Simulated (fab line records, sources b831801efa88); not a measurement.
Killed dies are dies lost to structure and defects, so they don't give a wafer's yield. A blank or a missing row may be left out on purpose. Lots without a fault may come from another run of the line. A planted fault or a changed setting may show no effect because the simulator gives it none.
Problem report in the 8D (eight disciplines) form, filled by code | flow sky130 | the parts of the form that need people (team, actions taken, sign-off) are left out

1. THE PROBLEM
killed_at_M4_up at SKY_PAD_OPEN_PROBE_99 reads a mean of 52.0 on 6 wafers of 2 lots; wafers without a fault read 3.0 with a standard deviation of 1.8. That is +27 standard deviations from the usual mean.
First seen on wafer L374.2, day 49 15:16, on prober-02. The record holds 21 wafers of 7 lots with a number at this step. Rule for "out", or "out of limits": more than 4 standard deviations from the usual mean. The other wafers with a number count as sound.

2. WHAT IT IS AND WHAT IT IS NOT
question                    | is                     | is not
which readings at this step | killed_at_M4_up        | killed_at_M0_to_M3, killed_at_contacts, killed_at_front_end, killed_short
which lots                  | L374, L375             | L361, L364, L367, L377, L378
which wafers of those lots  | all that have a number | -
read on which tools         | prober-01, prober-02   | -
when                        | from day 49 15:16      | up to then (9 sound wafers); but 6 sound wafers of L377, L378 came after

3. SUSPECTS, AND WHAT RULES EACH OUT
Counting: a tool at a process step up to the reading stays a suspect if it ran every lot that is out and no sound lot after the first of them.
- pvd_sputter-01 at SKY_VIA4_SPUTTER_17 (material TiN, target thk 20 nm, time 80 s): ruled out as a lasting fault. Sound lots L377, L378 ran on it after its first lot that is out, L374 (day 47 03:47).
- pvd_sputter-02 at SKY_METAL5_SPUTTER_01 (material TiN, target thk 20 nm, time 16.7 s): kept. It ran every lot that is out, first L374 (day 47 04:30), and no sound lot after that; its last sound lot up to then is L367 (day 45 04:56).
- plasma_asher-01 at SKY_PASSIVATION_STRIP_12 (strips in O2/N2): ruled out as a lasting fault. Sound lots L378 ran on it after its first lot that is out, L374 (day 48 19:28).
Left after counting: pvd_sputter-02 at SKY_METAL5_SPUTTER_01.

4. THE CAUSE (what the simulator had put in)
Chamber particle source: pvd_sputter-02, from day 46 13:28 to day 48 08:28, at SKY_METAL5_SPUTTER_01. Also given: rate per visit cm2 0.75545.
Counting left only this tool.

5. THE CHAIN OF EFFECTS, in route order
Each row: a reading whose mean over the struck wafers that have a number lies more than 3 standard deviations from the usual. Only readings for which the record gives a usual standard deviation are gone through. hours: the time from each lot's start at the first step in this table that gives one to its start at this step, as a median over the lots. sigmas: the change in usual standard deviations.
hours | step                  | reading              | usual  | on struck wafers | change | sigmas
0     | SKY_PAD_OPEN_PROBE_99 | defect_limited_yield | 82.2 % | 72.9             | -9.3   | -4.2
0     | SKY_PAD_OPEN_PROBE_99 | killed_at_M4_up      | 3.0    | 52.0             | +49.0  | +27
0     | SKY_PAD_OPEN_PROBE_99 | killed_dies          | 88     | 134              | +46    | +4.1
0     | SKY_PAD_OPEN_PROBE_99 | sort_bin_3_pad_short | 1.0 %  | 2.7              | +1.7   | +3.9
0     | SKY_PAD_OPEN_PROBE_99 | sort_bin_5_function  | 10.6 % | 16.9             | +6.3   | +3.7
0     | SKY_PAD_OPEN_PROBE_99 | sort_n_pass          | 404    | 358              | -46    | -4.1
0     | SKY_PAD_OPEN_PROBE_99 | sort_yield_pct       | 82.2 % | 72.9             | -9.3   | -4.2
The process steps in it:
- SKY_PAD_OPEN_PROBE_99

6. WHAT WOULD HAVE CAUGHT IT SOONER
In this record the first reading out of limits was taken at day 49 15:16, 74 hours after the fault began at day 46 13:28.
Of the tool readings at SKY_METAL5_SPUTTER_01 for which the record gives a usual standard deviation, none was out on any struck wafer, so an alarm limit of 4 standard deviations on them would not have fired.
All the lots that are out (2) had begun SKY_METAL5_SPUTTER_01 on pvd_sputter-02 by day 49 15:16. A hold on the tool at that time would have spared none of them.
